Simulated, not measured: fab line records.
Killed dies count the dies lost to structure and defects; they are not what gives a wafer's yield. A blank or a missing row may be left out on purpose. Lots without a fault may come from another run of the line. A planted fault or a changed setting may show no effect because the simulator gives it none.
fab line records	flow sky130
record lots=13	wafers=39	last-day=50
route steps=708 shown FIELD_ISO@18 VT_ADJUST_LVTN@104 SONOS_TUNNEL@167 SD_N@350 PAD_OPEN@708
lots with no fault: from the same line, run without faults
start-h: start of the lot's first displayed wafer, in hours after the record's first day	wait-h: hours elapsed since this lot's preceding step	" repeats the value in the row above	L1.1+2: a row that stands for several wafers	- either no value or no given start	* or withheld: withheld	< > ~ a bound
route shown NAME@n: a module of which the file shows steps, and the number in the route of the first	usual: average and standard deviation across the fault-free wafers	same: alike in all rows	chamber/n: place in a boat	sites: each site's reading	_std_site: how widely they spread, as a standard deviation	_edge_site: mean of outer sites minus mean of inner sites	radius-mm: how far each site lies from the wafer's centre	mask NAME#n: copy n	behind: the tool/chamber that last shaped the wafer	hold: what put the lot on hold/how long, in hours/how the hold closed	device: the transistor (n, p or np) that didn't switch	end of line: the same wafers' tests at the end of the route	a step without rows: its recipe alone	killed: not the wafer's yield, but the dies lost to structure and defects at the first sort	map: dies across one wafer; x = killed, . = not, _ = none there
set.NAME: the run value of the setting; set.NAME@STEP: its run value at that earlier step	model.NAME: the simulator's own value behind a step, which no gauge read
one table for each step of the route and one row for each wafer, over a sample of lots
services: the hour from which a tool's chamber was out of use, counted from the record's first day as start-h (under 0 if before that day), plus the number of hours and why
## steps
# step SKY_FIELD_ISO_ETCH_17
# recipe target-depth-a=3420	mask-material=Si3N4	chemistry=HBr/Cl2/O2	target=Si	taper-deg=5	icp-w=600	bias-w=150	pressure-mtorr=15	HBr_flow_sccm=150	Cl2_flow_sccm=40	O2_flow_sccm=6	time-s=97.7
# usual HBr_flow_sccm=150.0/0.45	O2_flow_sccm=6.001/0.017	drypump-motor-current-A=5.81/0.26	oes-product-au=1.003/0.0088	throttle-valve-pct=25.655/0.011
lot.wafer	tool	chamber	start-h	wait-h	HBr_flow_sccm	O2_flow_sccm	drypump-motor-current-A	oes-product-au	rf-hours-counter-h	throttle-valve-pct
L246.1	rie-si-02	3	29.63	0.1	149.5	5.975	6.22	0.997	135	25.668
L246.3	"	0	"	"	150.0	6.009	6.17	1.006	54	25.678
L246.6	"	0	"	"	149.1	5.980	6.16	0.994	-	25.656
L247.2	rie-si-02	2	33.94	0.1	150.0	5.988	5.59	1.007	42	25.651
L247.5	"	2	"	"	150.2	5.983	5.62	1.008	-	25.644
L247.6	"	3	"	"	150.0	5.992	6.21	1.014	-	25.636
L248.2	rie-si-01	3	39.57	0.1	150.5	6.007	5.58	0.999	61	25.664
L248.3	"	1	"	"	149.9	5.983	5.72	0.999	160	25.650
L248.4	"	1	"	"	150.7	5.997	5.71	0.992	-	25.662
L250.2	rie-si-02	2	50.17	0.1	148.7	6.009	5.61	1.014	42	25.656
L250.3	"	0	"	"	149.9	6.025	6.20	1.013	55	25.639
L250.6	"	3	"	"	150.0	5.986	6.18	1.007	-	25.658
L251.1	rie-si-01	2	55.78	0.1	149.9	6.026	5.95	1.011	1	25.662
L251.3	"	1	"	"	149.9	5.971	5.71	0.994	160	25.657
L251.5	"	2	"	"	149.3	5.991	5.96	1.012	-	25.635
L258.1	rie-si-01	3	93.18	0.1	150.0	5.982	5.54	0.998	62	25.655
L258.3	"	1	"	"	149.6	6.023	5.69	0.978	0	25.676
L258.5	"	1	"	"	150.0	6.006	5.71	0.986	-	25.669
L259.1	rie-si-01	1	98.38	0.1	150.1	6.003	5.70	0.999	0	25.672
L259.4	"	2	"	"	150.5	5.980	5.95	1.013	1	25.639
L259.5	"	1	"	"	149.9	6.009	5.71	0.990	-	25.647
L260.1	rie-si-01	0	102.74	0.1	150.2	5.997	5.41	1.010	0	25.649
L260.2	"	1	"	"	149.9	5.993	5.69	0.995	0	25.661
L260.6	"	3	"	"	150.0	5.984	5.58	1.014	-	25.645
L261.1	rie-si-02	0	106.18	0.1	150.4	6.013	6.18	0.994	55	25.663
L261.2	"	1	"	"	150.3	5.982	5.71	0.992	137	25.650
L261.5	"	2	"	"	150.1	5.997	5.62	1.006	-	25.644
L266.1	rie-si-02	1	132.33	0.1	149.7	5.978	5.72	1.005	138	25.670
L266.2	"	3	"	"	150.7	6.011	6.17	1.000	137	25.669
L266.6	"	2	"	"	149.7	6.007	5.62	1.011	-	25.648
L267.2	rie-si-02	3	139.02	0.1	150.9	6.036	6.19	0.999	137	25.647
L267.4	"	0	"	"	149.5	6.007	6.22	1.000	-	25.662
L267.6	"	3	"	"	150.2	6.011	6.18	1.003	-	25.649
L268.1	rie-si-01	1	145.24	0.1	149.5	5.992	5.68	0.989	1	25.656
L268.4	"	0	"	"	150.2	6.015	5.48	1.005	1	25.663
L268.6	"	2	"	"	150.1	6.044	5.92	1.015	-	25.647
L269.1	rie-si-01	2	151.39	0.1	149.7	5.975	5.96	1.012	2	25.649
L269.2	"	3	"	"	149.5	6.015	5.60	1.001	62	25.661
L269.6	"	1	"	"	150.3	5.996	5.71	0.984	-	25.667
# step SKY_VT_ADJUST_LVTN_OVL_MEAS_07
# usual VT_ADJUST_LVTN_OVL=1.1/0.95
lot.wafer	tool	chamber	start-h	wait-h	VT_ADJUST_LVTN_OVL[nm]
L246.1	overlay-02	-	143.07	-	1.6
L246.3	"	-	"	"	1.3
L246.6	"	-	"	"	1.2
L247.2	overlay-02	-	149.41	-	0.9
L247.5	"	-	"	"	1.3
L247.6	"	-	"	"	0.9
L248.2	overlay-02	-	155.82	-	0.7
L248.3	"	-	"	"	-0.8
L248.4	"	-	"	"	1.2
L250.2	overlay-02	-	167.32	-	2.8
L250.3	"	-	"	"	0.9
L250.6	"	-	"	"	0.3
L251.1	overlay-01	-	173.45	-	1.2
L251.3	"	-	"	"	0.7
L251.5	"	-	"	"	1.5
L258.1	overlay-01	-	221.16	-	1.0
L258.3	"	-	"	"	1.3
L258.5	"	-	"	"	0.2
L259.1	overlay-01	-	229.01	-	2.1
L259.4	"	-	"	"	1.6
L259.5	"	-	"	"	1.1
L260.1	overlay-01	-	233.15	-	0.0
L260.2	"	-	"	"	0.3
L260.6	"	-	"	"	-0.2
L261.1	overlay-02	-	236.91	-	2.4
L261.2	"	-	"	"	1.5
L261.5	"	-	"	"	1.4
L266.1	overlay-01	-	277.27	-	0.9
L266.2	"	-	"	"	2.6
L266.6	"	-	"	"	2.2
L267.2	overlay-01	-	282.57	-	0.5
L267.4	"	-	"	"	1.1
L267.6	"	-	"	"	0.6
L268.1	overlay-01	-	288.86	-	0.8
L268.4	"	-	"	"	0.1
L268.6	"	-	"	"	2.3
L269.1	overlay-01	-	294.90	-	0.3
L269.2	"	-	"	"	2.3
L269.6	"	-	"	"	1.8
# step SKY_SONOS_TUNNEL_CLEAN_13
# recipe chemistry=dHF	time-s=20	dilution=100:1	dry=ipa-marangoni
# usual run-length-s=48.9/2.3	time-s=20/0
lot.wafer	tool	chamber	start-h	wait-h	run-length-s	time-s
L246.1	wet-bench-02	0	253.46	0.1	47.2	20
L246.3	"	0	"	"	47.2	20
L246.6	"	0	"	"	47.2	20
L247.2	wet-bench-02	0	259.18	0.0	46.3	20
L247.5	"	0	"	"	46.3	20
L247.6	"	0	"	"	46.3	20
L248.2	wet-bench-04	0	266.79	0.0	52.1	20
L248.3	"	0	"	"	52.1	20
L248.4	"	0	"	"	52.1	20
L250.2	wet-bench-04	1	279.82	0.0	50.6	20
L250.3	"	1	"	"	50.6	20
L250.6	"	1	"	"	50.6	20
L251.1	wet-bench-01	3	288.84	0.1	46.8	20
L251.3	"	3	"	"	46.8	20
L251.5	"	3	"	"	46.8	20
L258.1	wet-bench-01	2	346.63	0.1	-	-
L258.3	"	2	"	"	-	-
L258.5	"	2	"	"	-	-
L259.1	wet-bench-04	0	355.33	0.1	-	-
L259.4	"	0	"	"	-	-
L259.5	"	0	"	"	-	-
L260.1	wet-bench-02	1	361.63	0.1	-	-
L260.2	"	1	"	"	-	-
L260.6	"	1	"	"	-	-
L261.1	wet-bench-01	0	365.28	0.1	47.9	20
L261.2	"	0	"	"	47.9	20
L261.5	"	0	"	"	47.9	20
L266.1	wet-bench-04	1	415.81	0.1	47.6	20
L266.2	"	1	"	"	47.6	20
L266.6	"	1	"	"	47.6	20
L267.2	wet-bench-01	0	422.23	0.0	47.9	20
L267.4	"	0	"	"	47.9	20
L267.6	"	0	"	"	47.9	20
L268.1	wet-bench-01	0	430.45	0.1	51.6	20
L268.4	"	0	"	"	51.6	20
L268.6	"	0	"	"	51.6	20
L269.1	wet-bench-04	0	436.46	0.1	46.5	20
L269.2	"	0	"	"	46.5	20
L269.6	"	0	"	"	46.5	20
# step SKY_SD_N_OVL_MEAS_08
# usual SD_N_OVL=-1.1/1.2
lot.wafer	tool	chamber	start-h	wait-h	SD_N_OVL[nm]
L246.1	overlay-02	-	655.53	0.1	0.5
L246.3	"	-	"	"	1.3
L246.6	"	-	"	"	1.3
L247.2	overlay-01	-	656.99	0.1	-0.4
L247.5	"	-	"	"	0.1
L247.6	"	-	"	"	0.2
L248.2	overlay-01	-	670.49	0.1	-2.0
L248.3	"	-	"	"	-1.4
L248.4	"	-	"	"	-0.3
L250.2	overlay-02	-	681.84	0.1	-1.2
L250.3	"	-	"	"	0.1
L250.6	"	-	"	"	-1.9
L251.1	overlay-02	-	695.12	0.1	-0.8
L251.3	"	-	"	"	-1.0
L251.5	"	-	"	"	-0.7
L258.1	overlay-01	-	750.33	0.1	1.2
L258.3	"	-	"	"	0.8
L258.5	"	-	"	"	1.8
L259.1	overlay-02	-	765.07	0.1	-0.8
L259.4	"	-	"	"	-0.8
L259.5	"	-	"	"	-1.9
L260.1	overlay-01	-	766.17	0.1	1.8
L260.2	"	-	"	"	-0.6
L260.6	"	-	"	"	1.3
L261.1	overlay-01	-	777.88	0.1	-1.2
L261.2	"	-	"	"	-2.0
L261.5	"	-	"	"	-1.5
L266.1	overlay-01	-	812.18	0.1	-0.7
L266.2	"	-	"	"	-0.8
L266.6	"	-	"	"	-2.4
L267.2	overlay-02	-	821.78	0.1	-1.2
L267.4	"	-	"	"	-3.4
L267.6	"	-	"	"	-1.8
L268.1	overlay-01	-	830.38	0.1	-2.9
L268.4	"	-	"	"	-1.8
L268.6	"	-	"	"	0.3
L269.1	overlay-02	-	833.55	0.1	-3.0
L269.2	"	-	"	"	-2.8
L269.6	"	-	"	"	-1.5
# step SKY_PAD_OPEN_PROBE_99
# usual killed_at_M0_to_M3=43/5.9	killed_at_M4_up=2.9/1.5	killed-at-contacts=24/5	killed-at-front-end=15/4.8	killed-at-other=0.2/0.5	killed-dies=86/9.3	killed-open=47/7.1	killed-short=38/6.3
# same gross-dies=492	killed-at-back-side=0
lot.wafer	tool	chamber	start-h	wait-h	killed_at_M0_to_M3	killed_at_M4_up	killed-at-contacts	killed-at-front-end	killed-at-other	killed-dies	killed-open	killed-short
L258.1	prober-01	-	1154.49	0.1	49	7	28	9	0	93	55	38
L258.3	prober-01	-	1154.59	0.2	46	2	28	13	0	89	47	42
L258.5	prober-01	-	1154.69	0.2	42	5	12	16	0	75	43	32
# killed by level:class
L258.1 CONTACT:geometric-particle:open=15 VIA1:geometric-particle:open=13 VIA2:geometric-particle:open=8 METAL2:geometric-particle:short=6 VIA3:geometric-particle:open=6 METAL1:geometric-particle:short=5 VIA1:geometric-particle:short=5 LI_CONTACT:geometric-particle:open=4
L258.3 VIA1:geometric-particle:open=11 CONTACT:geometric-particle:short=8 VIA3:geometric-particle:open=7 CONTACT:geometric-particle:open=7 VIA2:geometric-particle:open=7 VIA1:geometric-particle:short=6 LI_CONTACT:geometric-particle:open=5 METAL2:geometric-particle:short=5
L258.5 VIA1:geometric-particle:open=11 VIA3:geometric-particle:open=8 VIA1:geometric-particle:short=5 FIELD_ISO:geometric-particle:short=4 FIELD_ISO:geometric-particle:open=4 CONTACT:geometric-particle:open=4 VIA2:geometric-particle:short=4 SPACER:geometric-particle:open=3
## services
tool	chamber	start-h	hours	kind
rie-si-01	2	11.04	40.4	repair
rie-si-02	1	28.92	2.4	repair
rie-si-01	0	51.41	-	clean
rie-si-01	0	51.41	14.8	scheduled-down
rie-si-01	0	51.41	14.8	vent-cycle
rie-si-01	1	66.25	-	clean
rie-si-01	1	66.25	23.7	scheduled-down
rie-si-01	1	66.25	23.7	vent-cycle
rie-si-02	3	81.55	9.8	repair
wet-bench-01	-	82.69	12.8	repair
rie-si-01	-	113.80	4.3	pm
wet-bench-01	-	125.08	2.9	repair
wet-bench-01	-	140.62	1.9	pm
wet-bench-02	-	156.80	1.6	repair
wet-bench-04	-	166.17	1.3	repair
rie-si-01	2	327.17	3.7	repair
rie-si-01	-	329.33	14.6	pm
wet-bench-02	-	344.75	1.9	pm
wet-bench-04	-	345.38	1.9	pm
rie-si-01	0	347.60	2.6	repair
wet-bench-04	-	347.70	2.9	repair
rie-si-01	-	359.62	80.6	repair
rie-si-02	1	366.16	14.0	repair
wet-bench-02	-	382.62	2.3	repair
## key
first-sign step=SKY_SONOS_TUNNEL_CLEAN_13	reading=tool-record	direction=missing
effect none on later readings
met-at SKY_SONOS_TUNNEL_CLEAN_13
struck-lots L258,L259,L260
tester-left-out L258,L259,L260
not-acting-at SKY_FIELD_ISO_ETCH_17,SKY_VT_ADJUST_LVTN_OVL_MEAS_07,SKY_SD_N_OVL_MEAS_08
onset-between 288.84 346.63
fault kind=skipped-step-whole	tool=wet-bench-01,wet-bench-02,wet-bench-04	chamber=-	onset-h=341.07	steps=SKY_SONOS_TUNNEL_CLEAN_13	scope=struck-lots-only
# tester-left-out: of these lots the tester's yield and bins aren't shown, on N5 and GAA mostly nor the transistor test; their killed dies are dies lost to structure and defects alone, not to doping, threshold or leakage, so they don't give the yield
